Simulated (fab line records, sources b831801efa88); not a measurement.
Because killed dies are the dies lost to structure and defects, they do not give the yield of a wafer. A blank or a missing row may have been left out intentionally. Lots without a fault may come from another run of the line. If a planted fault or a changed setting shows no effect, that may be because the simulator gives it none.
fab line records    flow gf180mcu    part 1 of 2: steps 1 to 28 of 39
record: lots: 5  wafers: 15  last_day: 34
route steps=602 shown DNWELL@41 NWELL@42 LVPWELL@54 MVSD@66 MVPSD@78
lots that met no fault: taken from a fault-free run of the same line
start_h: the number of hours between the record's first day and the start of the first shown wafer of the lot    wait_h: hours from the lot's prior step to this one    " unchanged from the row above    L1.1+2: a single row standing in for several wafers    - either no value or no given start    * or withheld: withheld    < > ~ a bound
route shown NAME@n: a module of which the file shows steps, and the number in the route of the first    usual: average and standard deviation across the fault-free wafers    same: alike in all rows    chamber/n: place in a boat    sites: each site's reading    _std_site: standard deviation across them    _edge_site: outer sites' mean less inner sites'    radius_mm: how far each site lies from the wafer's centre    mask NAME#n: copy n    behind: the tool/chamber that last shaped the wafer    hold: what put the lot on hold/how long, in hours/how the hold closed    device: the n, p or np transistor that did not switch    end of line: tests run on the same wafers once the route is complete    a step without rows: its recipe alone    killed: count of dies lost to structure and defects at first sort (not the wafer's yield)    map: per-die view of a wafer (x killed, . not killed, _ where there is no die)
set.NAME: the run value of the setting; set.NAME@STEP: its run value at that earlier step    model.NAME: the simulator's own value behind a step, which no gauge read
lots at selected steps of the route; one table per step, one row per wafer
services: from which hour (start_h, from the record's first day; less than 0 if before it) a tool's chamber was out of use, for how many hours, and why
== steps ==
step: GF_DNWELL_TW_MEAS_09
usual: DNWELL_TW: 1342/15
lot.wafer  tool           chamber  start_h  wait_h  DNWELL_TW
L077.3     film_metro-04  -        58.56    0.1     1327
L077.5     "              -        "        "       1317
L077.6     "              -        "        "       1331
L079.1     film_metro-01  -        69.89    0.1     1351
L079.3     "              -        "        "       1355
L079.5     "              -        "        "       1357
L087.1     film_metro-04  -        110.33   0.1     1315
L087.3     "              -        "        "       1319
L087.5     "              -        "        "       1318
L088.2     film_metro-04  -        116.71   0.1     1317
L088.3     "              -        "        "       1318
L088.5     "              -        "        "       1322
L096.2     film_metro-03  -        166.01   0.1     1363
L096.3     "              -        "        "       1366
L096.5     "              -        "        "       1369
step: GF_NWELL_DEHYDRATE_00
recipe: temp_c: 200  time_s: 60
usual: resist_line_temp_C: 22.97/0.11
lot.wafer  tool            chamber  start_h  wait_h  resist_line_temp_C
L077.3     litho_track-02  0        64.58    6.0     23.14
L077.5     "               0        "        "       22.88
L077.6     "               0        "        "       22.96
L079.1     litho_track-02  0        76.13    6.2     23.09
L079.3     "               0        "        "       22.99
L079.5     "               0        "        "       23.01
L087.1     litho_track-02  0        116.98   6.6     22.88
L087.3     "               0        "        "       23.03
L087.5     "               0        "        "       22.87
L088.2     litho_track-02  0        123.71   7.0     22.77
L088.3     "               0        "        "       22.96
L088.5     "               0        "        "       22.97
L096.2     litho_track-04  0        173.43   7.4     23.10
L096.3     "               0        "        "       23.11
L096.5     "               0        "        "       23.06
step: GF_NWELL_HMDS_01
recipe: prime_time_s: 60  prime_temp_c: 120
usual: resist_line_temp_C: 22.99/0.11
lot.wafer  tool            chamber  start_h  wait_h  resist_line_temp_C
L077.3     litho_track-02  0        64.73    0.1     22.89
L077.5     "               0        "        "       22.99
L077.6     "               0        "        "       23.06
L079.1     litho_track-02  0        76.28    0.1     23.07
L079.3     "               0        "        "       22.98
L079.5     "               0        "        "       22.95
L087.1     litho_track-02  0        117.13   0.1     23.08
L087.3     "               0        "        "       23.13
L087.5     "               0        "        "       23.06
L088.2     litho_track-02  0        123.86   0.1     22.74
L088.3     "               0        "        "       22.90
L088.5     "               0        "        "       22.93
L096.2     litho_track-04  0        173.58   0.1     22.91
L096.3     "               0        "        "       23.11
L096.5     "               0        "        "       22.96
step: GF_NWELL_COAT_02
recipe: spin_rpm: 2000  resist_thk_nm: 3000
usual: resist_line_temp_C: 23.01/0.097
lot.wafer  tool            chamber  start_h  wait_h  resist_line_temp_C
L077.3     litho_track-02  0        64.88    0.1     23.19
L077.5     "               0        "        "       22.93
L077.6     "               0        "        "       22.82
L079.1     litho_track-02  0        76.43    0.1     22.92
L079.3     "               0        "        "       22.93
L079.5     "               0        "        "       22.94
L087.1     litho_track-02  0        117.28   0.1     23.09
L087.3     "               0        "        "       22.95
L087.5     "               0        "        "       22.99
L088.2     litho_track-02  0        124.01   0.1     22.93
L088.3     "               0        "        "       23.03
L088.5     "               0        "        "       22.94
L096.2     litho_track-04  0        173.73   0.1     23.06
L096.3     "               0        "        "       23.04
L096.5     "               0        "        "       23.01
step: GF_NWELL_SOFTBAKE_03
recipe: temp_c: 110  time_s: withheld
usual: resist_line_temp_C: 22.99/0.11
lot.wafer  tool            chamber  start_h  wait_h  resist_line_temp_C
L077.3     litho_track-02  0        65.05    0.1     22.91
L077.5     "               0        "        "       22.96
L077.6     "               0        "        "       23.00
L079.1     litho_track-02  0        76.58    0.1     23.06
L079.3     "               0        "        "       22.97
L079.5     "               0        "        "       23.07
L087.1     litho_track-02  0        117.43   0.1     23.05
L087.3     "               0        "        "       23.05
L087.5     "               0        "        "       22.91
L088.2     litho_track-02  0        124.17   0.1     22.94
L088.3     "               0        "        "       23.05
L088.5     "               0        "        "       23.19
L096.2     litho_track-04  0        173.89   0.1     23.17
L096.3     "               0        "        "       22.97
L096.5     "               0        "        "       23.23
step: GF_NWELL_EXPOSE_04
recipe: mask_id: Nwell  target_cd_nm: 860  na: 0.6  source_shape: conventional  sigma_outer: 0.6  dose_mj: 260
lot.wafer   tool              chamber  start_h  wait_h  mask
L077.3+5+6  iline_stepper-01  0        -        -       Nwell#0
L079.1+3+5  iline_stepper-02  0        -        -       Nwell#0
L087.1+3+5  iline_stepper-01  0        -        -       Nwell#0
L088.2+3+5  iline_stepper-02  0        -        -       Nwell#0
L096.2+3+5  iline_stepper-01  0        -        -       Nwell#0
step: GF_NWELL_PEB_05
recipe: temp_c: 115  time_s: withheld
usual: resist_line_temp_C: 23.03/0.11
lot.wafer  tool            chamber  start_h  wait_h  resist_line_temp_C
L077.3     litho_track-02  0        -        -       22.91
L077.5     "               0        "        "       22.90
L077.6     "               0        "        "       22.97
L079.1     litho_track-01  0        -        -       23.11
L079.3     "               0        "        "       23.12
L079.5     "               0        "        "       23.17
L087.1     litho_track-02  0        -        -       23.05
L087.3     "               0        "        "       23.05
L087.5     "               0        "        "       23.12
L088.2     litho_track-04  0        -        -       22.98
L088.3     "               0        "        "       23.11
L088.5     "               0        "        "       22.93
L096.2     litho_track-02  0        -        -       22.82
L096.3     "               0        "        "       22.78
L096.5     "               0        "        "       22.76
step: GF_NWELL_DEVELOP_06
recipe: wall_angle_deg: 90  develop_time_s: 60  dev_temp_c: 23
usual: resist_line_temp_C: 23.02/0.11
lot.wafer  tool            chamber  start_h  wait_h  resist_line_temp_C
L077.3     litho_track-02  0        -        -       23.03
L077.5     "               0        "        "       23.03
L077.6     "               0        "        "       23.06
L079.1     litho_track-01  0        -        -       22.72
L079.3     "               0        "        "       22.81
L079.5     "               0        "        "       22.77
L087.1     litho_track-02  0        -        -       22.90
L087.3     "               0        "        "       23.04
L087.5     "               0        "        "       23.03
L088.2     litho_track-04  0        -        -       22.90
L088.3     "               0        "        "       22.98
L088.5     "               0        "        "       22.97
L096.2     litho_track-02  0        -        -       23.09
L096.3     "               0        "        "       22.99
L096.5     "               0        "        "       23.00
step: GF_NWELL_OVL_MEAS_07
usual: NWELL_OVL: -0.9/1.8
lot.wafer  tool        chamber  start_h  wait_h  NWELL_OVL[nm]
L077.3     overlay-01  -        71.20    -       -5.5
L077.5     "           -        "        "       -4.0
L077.6     "           -        "        "       -3.7
L079.1     overlay-01  -        83.30    -       2.1
L079.3     "           -        "        "       1.7
L079.5     "           -        "        "       2.0
L087.1     overlay-02  -        124.98   -       -2.2
L087.3     "           -        "        "       -1.9
L087.5     "           -        "        "       -4.3
L088.2     overlay-02  -        131.72   -       0.3
L088.3     "           -        "        "       -0.7
L088.5     "           -        "        "       0.2
L096.2     overlay-02  -        182.79   -       -3.7
L096.3     "           -        "        "       -1.9
L096.5     "           -        "        "       -1.4
step: GF_NWELL_IMPLANT_08
recipe: species: P  energy_kev: 450  dose_cm2: 1.5e+13  tilt_deg: 0
lot.wafer   tool          chamber  start_h  wait_h
L077.3+5+6  implanter-01  0        71.27    0.1
L079.1+3+5  implanter-01  0        83.34    0.0
L087.1+3+5  implanter-03  0        125.02   0.0
L088.2+3+5  implanter-01  0        131.77   0.0
L096.2+3+5  implanter-03  0        182.84   0.0
step: GF_NWELL_IMPLANT_09
recipe: species: P  energy_kev: 160  dose_cm2: 4e+12  tilt_deg: 0
lot.wafer   tool          chamber  start_h  wait_h
L077.3+5+6  implanter-01  0        71.42    0.1
L079.1+3+5  implanter-01  0        83.49    0.1
L087.1+3+5  implanter-03  0        125.17   0.1
L088.2+3+5  implanter-01  0        131.92   0.1
L096.2+3+5  implanter-03  0        182.99   0.1
step: GF_NWELL_STRIP_10
recipe: chemistry: O2/N2  power_w: 1400  pressure_mtorr: 1500  platen_temp_c: 250  o2_flow_sccm: 3000  n2_flow_sccm: 300  overash_fraction: 0.5
usual: drypump_motor_current_A: 5.59/0.19  heater_power_w: 336/35  o2_flow_sccm: 3001/9.7  oes_product_au: 0.722/0.0042  strip_time_to_endpoint_s: 36.97/0.089
lot.wafer  tool             chamber  start_h  wait_h  drypump_motor_current_A  heater_power_w  o2_flow_sccm  oes_product_au  rf_hours_counter_h  strip_time_to_endpoint_s
L077.3     plasma_asher-02  0        71.55    0.1     5.71                     318             3002          0.728           -                   36.84
L077.5     "                0        "        "       5.72                     324             3007          0.726           -                   36.89
L077.6     "                1        "        "       5.43                     392             3002          0.723           -                   36.96
L079.1     plasma_asher-02  1        83.64    0.1     5.45                     390             2983          0.720           30                  37.01
L079.3     "                0        "        "       5.68                     326             3021          0.717           -                   36.96
L079.5     "                0        "        "       5.68                     321             3027          0.714           -                   36.98
L087.1     plasma_asher-03  1        125.32   0.1     5.55                     343             3013          0.719           1                   36.85
L087.3     "                0        "        "       5.79                     326             2995          0.731           -                   36.95
L087.5     "                0        "        "       5.82                     321             3002          0.722           -                   36.93
L088.2     plasma_asher-02  0        132.05   0.1     5.69                     315             2994          0.724           36                  36.89
L088.3     "                0        "        "       5.69                     319             3009          0.716           -                   36.84
L088.5     "                0        "        "       5.68                     324             3008          0.715           -                   36.90
L096.2     plasma_asher-03  1        183.12   0.1     5.59                     349             3006          0.725           7                   36.85
L096.3     "                1        "        "       5.59                     340             3011          0.730           -                   36.88
L096.5     "                1        "        "       5.57                     330             2992          0.719           -                   36.82
step: GF_NWELL_TW_MEAS_11
usual: NWELL_TW: 1575/19
lot.wafer  tool           chamber  start_h  wait_h  NWELL_TW
L077.3     film_metro-02  -        71.64    0.1     1590
L077.5     "              -        "        "       1594
L077.6     "              -        "        "       1590
L079.1     film_metro-04  -        83.74    0.1     1535
L079.3     "              -        "        "       1546
L079.5     "              -        "        "       1541
L087.1     film_metro-03  -        125.42   0.1     1567
L087.3     "              -        "        "       1572
L087.5     "              -        "        "       1569
L088.2     film_metro-04  -        132.16   0.1     1551
L088.3     "              -        "        "       1549
L088.5     "              -        "        "       1548
L096.2     film_metro-04  -        183.23   0.1     1557
L096.3     "              -        "        "       1555
L096.5     "              -        "        "       1559
step: GF_LVPWELL_DEHYDRATE_00
recipe: temp_c: 200  time_s: 60
usual: resist_line_temp_C: 22.98/0.1
lot.wafer  tool            chamber  start_h  wait_h  resist_line_temp_C
L077.3     litho_track-04  0        78.11    6.5     22.86
L077.5     "               0        "        "       22.85
L077.6     "               0        "        "       23.04
L079.1     litho_track-03  0        89.99    6.2     23.05
L079.3     "               0        "        "       22.94
L079.5     "               0        "        "       22.92
L087.1     litho_track-03  0        132.54   7.1     22.76
L087.3     "               0        "        "       23.00
L087.5     "               0        "        "       22.97
L088.2     litho_track-04  0        139.13   7.0     22.94
L088.3     "               0        "        "       22.91
L088.5     "               0        "        "       23.05
L096.2     litho_track-04  0        190.53   7.3     23.09
L096.3     "               0        "        "       23.09
L096.5     "               0        "        "       23.18
step: GF_LVPWELL_HMDS_01
recipe: prime_time_s: 60  prime_temp_c: 120
usual: resist_line_temp_C: 23.00/0.1
lot.wafer  tool            chamber  start_h  wait_h  resist_line_temp_C
L077.3     litho_track-04  0        78.26    0.1     22.91
L077.5     "               0        "        "       22.98
L077.6     "               0        "        "       23.00
L079.1     litho_track-03  0        90.14    0.1     23.07
L079.3     "               0        "        "       22.95
L079.5     "               0        "        "       23.05
L087.1     litho_track-03  0        132.69   0.1     22.99
L087.3     "               0        "        "       22.82
L087.5     "               0        "        "       22.89
L088.2     litho_track-04  0        139.28   0.1     23.16
L088.3     "               0        "        "       22.89
L088.5     "               0        "        "       22.94
L096.2     litho_track-04  0        190.68   0.1     23.26
L096.3     "               0        "        "       23.06
L096.5     "               0        "        "       23.04
step: GF_LVPWELL_COAT_02
recipe: spin_rpm: 2000  resist_thk_nm: 3000
usual: resist_line_temp_C: 23.01/0.12
lot.wafer  tool            chamber  start_h  wait_h  resist_line_temp_C
L077.3     litho_track-04  0        78.41    0.1     23.04
L077.5     "               0        "        "       22.86
L077.6     "               0        "        "       22.95
L079.1     litho_track-03  0        90.29    0.1     22.92
L079.3     "               0        "        "       22.99
L079.5     "               0        "        "       22.87
L087.1     litho_track-03  0        132.84   0.1     23.12
L087.3     "               0        "        "       23.13
L087.5     "               0        "        "       23.05
L088.2     litho_track-04  0        139.43   0.1     23.03
L088.3     "               0        "        "       23.06
L088.5     "               0        "        "       22.88
L096.2     litho_track-04  0        190.83   0.1     22.79
L096.3     "               0        "        "       22.79
L096.5     "               0        "        "       23.03
step: GF_LVPWELL_SOFTBAKE_03
recipe: temp_c: 110  time_s: withheld
usual: resist_line_temp_C: 22.98/0.11
lot.wafer  tool            chamber  start_h  wait_h  resist_line_temp_C
L077.3     litho_track-04  0        78.58    0.1     23.22
L077.5     "               0        "        "       22.99
L077.6     "               0        "        "       23.16
L079.1     litho_track-03  0        90.44    0.1     22.86
L079.3     "               0        "        "       23.01
L079.5     "               0        "        "       22.86
L087.1     litho_track-03  0        132.99   0.1     22.78
L087.3     "               0        "        "       22.98
L087.5     "               0        "        "       22.84
L088.2     litho_track-04  0        139.59   0.1     23.05
L088.3     "               0        "        "       23.04
L088.5     "               0        "        "       23.16
L096.2     litho_track-04  0        190.99   0.1     22.98
L096.3     "               0        "        "       22.87
L096.5     "               0        "        "       22.90
step: GF_LVPWELL_EXPOSE_04
recipe: mask_id: LVPWELL  target_cd_nm: 600  na: 0.6  source_shape: conventional  sigma_outer: 0.6  dose_mj: 260
lot.wafer   tool              chamber  start_h  wait_h  mask
L077.3+5+6  iline_stepper-02  0        -        -       LVPWELL#0
L079.1+3+5  iline_stepper-02  0        -        -       LVPWELL#0
L087.1+3+5  iline_stepper-01  0        -        -       LVPWELL#0
L088.2+3+5  iline_stepper-02  0        -        -       LVPWELL#0
L096.2+3+5  iline_stepper-02  0        -        -       LVPWELL#0
step: GF_LVPWELL_PEB_05
recipe: temp_c: 115  time_s: withheld
usual: resist_line_temp_C: 22.98/0.097
lot.wafer  tool            chamber  start_h  wait_h  resist_line_temp_C
L077.3     litho_track-03  0        -        -       22.96
L077.5     "               0        "        "       22.98
L077.6     "               0        "        "       22.84
L079.1     litho_track-01  0        -        -       23.03
L079.3     "               0        "        "       23.14
L079.5     "               0        "        "       23.03
L087.1     litho_track-03  0        -        -       23.07
L087.3     "               0        "        "       22.98
L087.5     "               0        "        "       23.08
L088.2     litho_track-03  0        -        -       23.10
L088.3     "               0        "        "       23.07
L088.5     "               0        "        "       23.09
L096.2     litho_track-01  0        -        -       22.81
L096.3     "               0        "        "       22.73
L096.5     "               0        "        "       22.85
step: GF_LVPWELL_DEVELOP_06
recipe: wall_angle_deg: 90  develop_time_s: 60  dev_temp_c: 23
usual: resist_line_temp_C: 22.99/0.1
lot.wafer  tool            chamber  start_h  wait_h  resist_line_temp_C
L077.3     litho_track-03  0        -        -       23.01
L077.5     "               0        "        "       22.86
L077.6     "               0        "        "       22.91
L079.1     litho_track-01  0        -        -       22.98
L079.3     "               0        "        "       22.92
L079.5     "               0        "        "       22.86
L087.1     litho_track-03  0        -        -       22.96
L087.3     "               0        "        "       23.16
L087.5     "               0        "        "       23.07
L088.2     litho_track-03  0        -        -       22.92
L088.3     "               0        "        "       23.07
L088.5     "               0        "        "       23.20
L096.2     litho_track-01  0        -        -       22.90
L096.3     "               0        "        "       22.96
L096.5     "               0        "        "       23.05
step: GF_LVPWELL_OVL_MEAS_07
usual: LVPWELL_OVL: -0.7/1.8
lot.wafer  tool        chamber  start_h  wait_h  LVPWELL_OVL[nm]
L077.3     overlay-01  -        85.65    -       1.2
L077.5     "           -        "        "       1.1
L077.6     "           -        "        "       0.0
L079.1     overlay-01  -        97.55    -       -1.3
L079.3     "           -        "        "       -0.3
L079.5     "           -        "        "       -2.1
L087.1     overlay-02  -        140.94   -       0.1
L087.3     "           -        "        "       -0.3
L087.5     "           -        "        "       -1.7
L088.2     overlay-02  -        147.75   -       2.3
L088.3     "           -        "        "       4.0
L088.5     "           -        "        "       3.9
L096.2     overlay-02  -        200.26   -       -2.9
L096.3     "           -        "        "       -2.8
L096.5     "           -        "        "       -3.4
step: GF_LVPWELL_IMPLANT_08
recipe: species: B  energy_kev: 170  dose_cm2: 1.5e+13  tilt_deg: 0
lot.wafer   tool          chamber  start_h  wait_h
L077.3+5+6  implanter-02  0        85.73    0.1
L079.1+3+5  implanter-02  0        97.59    0.0
L087.1+3+5  implanter-03  0        140.98   0.0
L088.2+3+5  implanter-02  0        147.80   0.0
L096.2+3+5  implanter-04  0        200.31   0.0
step: GF_LVPWELL_IMPLANT_09
recipe: species: B  energy_kev: 60  dose_cm2: 5e+12  tilt_deg: 0
lot.wafer   tool          chamber  start_h  wait_h
L077.3+5+6  implanter-02  0        85.88    0.1
L079.1+3+5  implanter-02  0        97.74    0.1
L087.1+3+5  implanter-03  0        141.13   0.1
L088.2+3+5  implanter-02  0        147.95   0.1
L096.2+3+5  implanter-04  0        200.46   0.1
step: GF_LVPWELL_STRIP_10
recipe: chemistry: O2/N2  power_w: 1400  pressure_mtorr: 1500  platen_temp_c: 250  o2_flow_sccm: 3000  n2_flow_sccm: 300  overash_fraction: 0.5
usual: drypump_motor_current_A: 5.9/0.38  heater_power_w: 343/32  o2_flow_sccm: 2999/8.6  oes_product_au: 0.722/0.0044  strip_time_to_endpoint_s: 36.96/0.096
lot.wafer  tool             chamber  start_h  wait_h  drypump_motor_current_A  heater_power_w  o2_flow_sccm  oes_product_au  rf_hours_counter_h  strip_time_to_endpoint_s
L077.3     plasma_asher-02  1        86.01    0.1     5.5                      381             3000          0.725           -                   37.09
L077.5     "                1        "        "       5.5                      382             2997          0.728           -                   36.84
L077.6     "                0        "        "       5.7                      321             2997          0.720           -                   36.93
L079.1     plasma_asher-03  0        97.89    0.1     5.8                      324             3005          0.728           39                  37.13
L079.3     "                0        "        "       5.7                      331             2994          0.724           -                   37.13
L079.5     "                0        "        "       5.7                      332             3001          0.718           -                   36.99
L087.1     plasma_asher-01  1        141.28   0.1     5.8                      301             3002          0.725           49                  37.09
L087.3     "                0        "        "       6.5                      374             3001          0.714           -                   36.94
L087.5     "                0        "        "       6.6                      373             3018          0.725           -                   36.92
L088.2     plasma_asher-01  1        148.08   0.1     5.9                      301             3004          0.721           50                  37.12
L088.3     "                1        "        "       5.8                      315             2996          0.729           -                   36.92
L088.5     "                0        "        "       6.5                      379             2992          0.721           -                   36.95
L096.2     plasma_asher-01  0        200.59   0.1     6.5                      382             3006          0.726           55                  36.98
L096.3     "                0        "        "       6.5                      374             3010          0.727           -                   36.92
L096.5     "                1        "        "       5.8                      299             2990          0.724           -                   36.90
step: GF_LVPWELL_TW_MEAS_11
usual: LVPWELL_TW: 560/8.4
lot.wafer  tool           chamber  start_h  wait_h  LVPWELL_TW
L077.3     film_metro-04  -        86.10    0.1     548
L077.5     "              -        "        "       554
L077.6     "              -        "        "       549
L079.1     film_metro-04  -        97.99    0.1     550
L079.3     "              -        "        "       547
L079.5     "              -        "        "       549
L087.1     film_metro-04  -        141.38   0.1     552
L087.3     "              -        "        "       552
L087.5     "              -        "        "       552
L088.2     film_metro-04  -        148.19   0.1     556
L088.3     "              -        "        "       554
L088.5     "              -        "        "       555
L096.2     film_metro-04  -        200.70   0.1     553
L096.3     "              -        "        "       553
L096.5     "              -        "        "       550
step: GF_MVSD_DEHYDRATE_00
recipe: temp_c: 200  time_s: 60
usual: resist_line_temp_C: 22.97/0.12
lot.wafer  tool            chamber  start_h  wait_h  resist_line_temp_C
L077.3     litho_track-03  0        92.39    6.3     22.91
L077.5     "               0        "        "       22.91
L077.6     "               0        "        "       22.98
L079.1     litho_track-02  0        104.28   6.3     23.17
L079.3     "               0        "        "       23.10
L079.5     "               0        "        "       23.07
L087.1     litho_track-04  0        148.66   7.3     23.29
L087.3     "               0        "        "       23.01
L087.5     "               0        "        "       22.92
L088.2     litho_track-02  0        155.51   7.3     23.10
L088.3     "               0        "        "       22.97
L088.5     "               0        "        "       23.07
L096.2     litho_track-02  0        208.31   7.6     22.80
L096.3     "               0        "        "       23.00
L096.5     "               0        "        "       22.94
step: GF_MVSD_HMDS_01
recipe: prime_time_s: 60  prime_temp_c: 120
usual: resist_line_temp_C: 23.00/0.11
lot.wafer  tool            chamber  start_h  wait_h  resist_line_temp_C
L077.3     litho_track-03  0        92.54    0.1     23.06
L077.5     "               0        "        "       23.07
L077.6     "               0        "        "       23.03
L079.1     litho_track-02  0        104.43   0.1     22.95
L079.3     "               0        "        "       22.97
L079.5     "               0        "        "       23.11
L087.1     litho_track-04  0        148.81   0.1     22.90
L087.3     "               0        "        "       22.94
L087.5     "               0        "        "       22.93
L088.2     litho_track-02  0        155.66   0.1     23.12
L088.3     "               0        "        "       23.01
L088.5     "               0        "        "       22.99
L096.2     litho_track-02  0        208.46   0.1     23.05
L096.3     "               0        "        "       22.93
L096.5     "               0        "        "       23.25
step: GF_MVSD_COAT_02
recipe: spin_rpm: 2000  resist_thk_nm: 3000
usual: resist_line_temp_C: 23.00/0.11
lot.wafer  tool            chamber  start_h  wait_h  resist_line_temp_C
L077.3     litho_track-03  0        92.69    0.1     23.22
L077.5     "               0        "        "       23.06
L077.6     "               0        "        "       22.99
L079.1     litho_track-02  0        104.58   0.1     22.75
L079.3     "               0        "        "       22.94
L079.5     "               0        "        "       22.99
L087.1     litho_track-04  0        148.96   0.1     22.89
L087.3     "               0        "        "       22.95
L087.5     "               0        "        "       22.83
L088.2     litho_track-02  0        155.81   0.1     22.92
L088.3     "               0        "        "       22.99
L088.5     "               0        "        "       23.08
L096.2     litho_track-02  0        208.61   0.1     23.01
L096.3     "               0        "        "       23.02
L096.5     "               0        "        "       23.18
